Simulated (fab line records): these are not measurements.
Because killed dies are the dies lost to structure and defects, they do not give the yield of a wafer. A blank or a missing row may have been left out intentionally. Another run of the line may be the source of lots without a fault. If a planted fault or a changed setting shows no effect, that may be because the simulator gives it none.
Comparing a struck lot with a sound one -- flow sky130 -- 14 steps out of a route of 708
Sound: the wafers L439.1, L439.2, L439.5. Struck: wafers L449.2, L449.4, L449.5. Last of all comes the cause.
Per side, at each step with rows, come the tool, then ch with its chambers, and then its first start. Under that, the readings that differ: sound wafers -- struck wafers -- difference of the means -- sigmas: that difference in standard deviations of wafers without a fault.
alike: readings whose means differ by less than 2 such deviations, and words and numbers that are the same on both sides. not compared: withheld readings, readings that some wafer has no value for, bounds like >300 that may hide the same value, and numbers for which the record gives no deviation and whose values overlap.
A row with sigmas, a row that says differs or no value, or rows on one side alone: a step with any of these is where the two part. Numbers that have no deviation but don't overlap get no sigmas and don't part them. A reading that every wafer of one side lacks parts them only if that side has two wafers or more.

first, 2 steps without rows for these wafers: SKY_VIA4_PEB_09; SKY_VIA4_DEVELOP_10 (develop time 60 s).
SKY_VIA4_OVL_MEAS_11:
  sound on overlay-02, day 45 15:02; struck on overlay-01, day 47 18:22
  alike: VIA4_OVL
SKY_VIA4_ETCH_12: etches SiO2 in C4F8/O2/Ar, stops on TiN, target depth 580 nm.
  sound on rie diel-04 ch 0,1,3, day 45 15:04; struck on rie diel-04 ch 1,3, day 47 18:23
  alike: oes product au
SKY_VIA4_STRIP_13: strips in O2/N2.
  sound on plasma asher-03 ch 0,1, day 45 15:08; struck on plasma asher-03 ch 0,1, day 47 18:28
reading,sound,struck,difference,sigmas
strip time to endpoint s (s),12.80 12.82 12.89,12.74 12.81 12.75,-0.07,-2
  alike: drypump motor current A, oes product au
  not compared: rf hours counter h
then, 3 steps without rows for these wafers: SKY_VIA4_STRIP_14 (strips in post etch residue remover, time 1200 s); SKY_VIA4_CLEAN_15 (cleans in IPA, time 180 s); SKY_VIA4_CLEAN_16 (cleans in O3/DIW).
SKY_VIA4_SPUTTER_17: material TiN, target thk 20 nm, time 80 s.
  sound on pvd sputter-02, day 45 15:44; struck on pvd sputter-02, day 47 19:04
  alike: cathode dc power W, throttle valve pct
SKY_VIA4_CVD_18: deposits W, target thk 505 nm, time 152.14 s.
  sound on cvd w-01 ch 0,1, day 45 15:47; struck on cvd w-01 ch 0, day 47 19:07
  alike: heater power w
SKY_VIA4_RS_MEAS_19: uses a four-point probe to measure.
  sound on film metro-03, day 45 15:56; struck on film metro-04, day 47 19:18
  alike: VIA4_W_RS
SKY_VIA4_THK_MEAS_20: measures by xrf.
  sound on film metro-03, day 45 16:04; struck on film metro-04, day 47 19:25
  alike: VIA4_W_THK
SKY_VIA4_CMP_21: polishes, stops on SiO2, t overpolish 25 s, target thk 0 nm.
  sound on cmp-02 ch 2,3, day 45 16:07; struck on cmp-01 ch 2,3, day 47 19:28
  no value came back on the struck wafers for any of 6 readings (edge zone pressure frac, head pressure psi (psi) and others); on the sound wafers edge zone pressure frac reads 1.002 1.005 1.006
reading,sound,struck,difference,sigmas
model.W_of_VIA4_CVD_18.thk nm (nm),0 0 0,500.9 505.2 498.6,+501.6,
model.SiO2_of_VIA4_HDPCVD_00.thk nm (nm),576 573.8 575.6,579.3 580.1 577.2,+3.7,
-- the record jumps here: 3 days lie between the struck wafers' starts before and after (it left off in module VIA4 and takes up again in module PAD_OPEN, whose first step shown is number 708 of the route) --
SKY_PAD_OPEN_PROBE_99:
  sound on prober-02, day 48 08:31; struck on prober-02, day 50 08:25
reading,sound,struck,difference,sigmas
hold,- - -,await dispo/3.4h/scrap await dispo/3.4h/scrap await dispo/3.4h/scrap,no value on the sound wafers,
defect limited yield (%),84.1 85.8 81.3,0 0 0,-84,-40
killed_at_M4_up,3 3 4,426 435 409,+420,+99 or more
killed dies,78 70 92,492 492 492,+412,+41
killed on rim,13 14 19,96 96 96,+81,+21
sort_bin_3_pad_short (%),1.6 1.4 0.8,86.8 88.8 82.9,+84.9,+99 or more
sort n pass,414 422 400,0 0 0,-412,-41
sort yield pct (%),84.1 85.8 81.3,0 0 0,-84,-40
  alike: killed_at_M0_to_M3, killed at contacts, killed at front end, killed at other, killed open, killed short, sort_bin_5_function, sort_bin_6_memory

== WHERE THEY PART ==
At SKY_VIA4_STRIP_13 first; at SKY_PAD_OPEN_PROBE_99 last (within this record only).

WHY: what had been put in by the simulator
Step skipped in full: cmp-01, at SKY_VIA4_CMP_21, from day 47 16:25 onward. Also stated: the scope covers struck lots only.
